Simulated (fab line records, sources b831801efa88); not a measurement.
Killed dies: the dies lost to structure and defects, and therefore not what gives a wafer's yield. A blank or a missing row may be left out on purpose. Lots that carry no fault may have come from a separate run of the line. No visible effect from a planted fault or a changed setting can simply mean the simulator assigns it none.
Struck lot and sound lot, side by side || flow sky130 || 17 steps out of a route of 708
Sound: these wafers, L256.2, L256.3, L256.5. Wafers L259.1, L259.2, L259.4 were the ones struck. The cause is named last.
For every step that has rows: the tool of each side, followed by ch and its chambers, followed by its first start. Under that, the readings that differ: sound wafers || struck wafers || difference of the means || sigmas: that difference in standard deviations of wafers without a fault.
alike: a reading whose means differ by less than 2 such deviations, as well as words and numbers matching on both sides. not compared: withheld readings; readings where some wafer has no value; bounds like >300 that might hide an equal value; numbers whose values overlap and for which the record gives no deviation.
The two part at a step that has a row with sigmas, a row that says differs or no value, or rows on one side only. Numbers that don't overlap but have no deviation are shown without sigmas and don't part them. Lack of a reading on every wafer of one side parts them only where that side has two or more wafers.

SKY_LDD_P_OVL_MEAS_08:
  sound on overlay-02, day 20 13:34; struck on overlay-01, day 21 17:06
  alike: LDD_P_OVL
next, for these wafers, 1 step has no rows: SKY_LDD_P_IMPLANT_09.
SKY_LDD_P_STRIP_10: strips in O2/N2.
  sound on plasma-asher-01 ch 0,1, day 20 13:44; struck on plasma-asher-03 ch 0,1, day 21 17:17
  alike: drypump-motor-current-A, oes-product-au, strip-time-to-endpoint-s
  not compared: rf-hours-counter-h
SKY_LDD_P_TW_MEAS_11:
  sound on film-metro-01, day 20 13:51; struck on film-metro-04, day 21 17:23
  alike: LDD_P_TW
then, 7 steps without rows for these wafers: SKY_LDD_HVN_DEHYDRATE_00 (time 60 s); SKY_LDD_HVN_HMDS_01 (prime time 60 s); SKY_LDD_HVN_COAT_02 (resist thk 300 nm); SKY_LDD_HVN_SOFTBAKE_03 (time 60 s); SKY_LDD_HVN_EXPOSE_04 (exposes mask HVNTM, target cd 700 nm); SKY_LDD_HVN_PEB_05; SKY_LDD_HVN_DEVELOP_06 (develop time 60 s).
SKY_LDD_HVN_OVL_MEAS_07:
  sound on overlay-01, day 21 19:48; struck on overlay-02, day 22 23:23
  alike: LDD_HVN_OVL
SKY_LDD_HVN_IMPLANT_08:
  sound on implanter-03 ch 0, day 21 19:51; struck on implanter-04 ch 0, day 22 23:25
  alike: end-station-pressure-torr
SKY_LDD_HVN_STRIP_09: strips in O2/N2.
  sound on plasma-asher-02 ch 0, day 21 19:59; struck on plasma-asher-01 ch 0,1, day 22 23:34
  alike: drypump-motor-current-A, oes-product-au, strip-time-to-endpoint-s
  not compared: rf-hours-counter-h
SKY_LDD_HVN_TW_MEAS_10:
  sound on film-metro-03, day 21 20:05; struck on film-metro-03, day 22 23:40
{"reading": "LDD_HVN_TW", "sound": "1440 1448 1439", "struck": "1390 1383 1384", "difference": -57, "sigmas": -6}
then, 1 step without rows for these wafers: SKY_LDD_HVP_DEHYDRATE_00 (time 60 s).
-- the record jumps here: 25 days lie between the struck wafers' starts before and after (it left off in module LDD_HVP and takes up again in module PAD_OPEN, whose first step shown is number 708 of the route) --
SKY_PAD_OPEN_PROBE_99:
  sound on prober-02, day 46 19:04; struck on prober-01, day 47 14:19
{"reading": "model.etest.tip_n_5v.rs-ohm-sq", "sound": "1393 1390 1388", "struck": "1605 1606 1588", "difference": "+209", "sigmas": ""}
{"reading": "model.etest.tip_n_5v.rs-ohm-sq-range", "sound": "22.11 34.16 36.44", "struck": "183.6 213.9 201.7", "difference": "+168.8", "sigmas": ""}
{"reading": "model.etest.tip_n_5v.rs-ohm-sq-rim-less-centre", "sound": "-5.351 -17.3 3.923", "struck": "-90.53 -88.78 -77.71", "difference": -79.43, "sigmas": ""}
{"reading": "model.etest.nfet-g5v0d10v5.r-on-ohm-um", "sound": "1882 1892 1885", "struck": "1926 1934 1936", "difference": "+46", "sigmas": ""}
  alike: killed_at_M0_to_M3, killed_at_M4_up, killed-at-contacts, killed-at-front-end, killed-at-other, killed-dies, killed-open, killed-short
  not compared: model.etest.nfet-g5v0d10v5.vt-v-range

WHERE THEY PART
At SKY_LDD_HVN_TW_MEAS_10 and nowhere else, as far as this record goes. Later steps at which nothing parts them and some readings are alike: SKY_PAD_OPEN_PROBE_99.

WHY: the cause the simulator had injected
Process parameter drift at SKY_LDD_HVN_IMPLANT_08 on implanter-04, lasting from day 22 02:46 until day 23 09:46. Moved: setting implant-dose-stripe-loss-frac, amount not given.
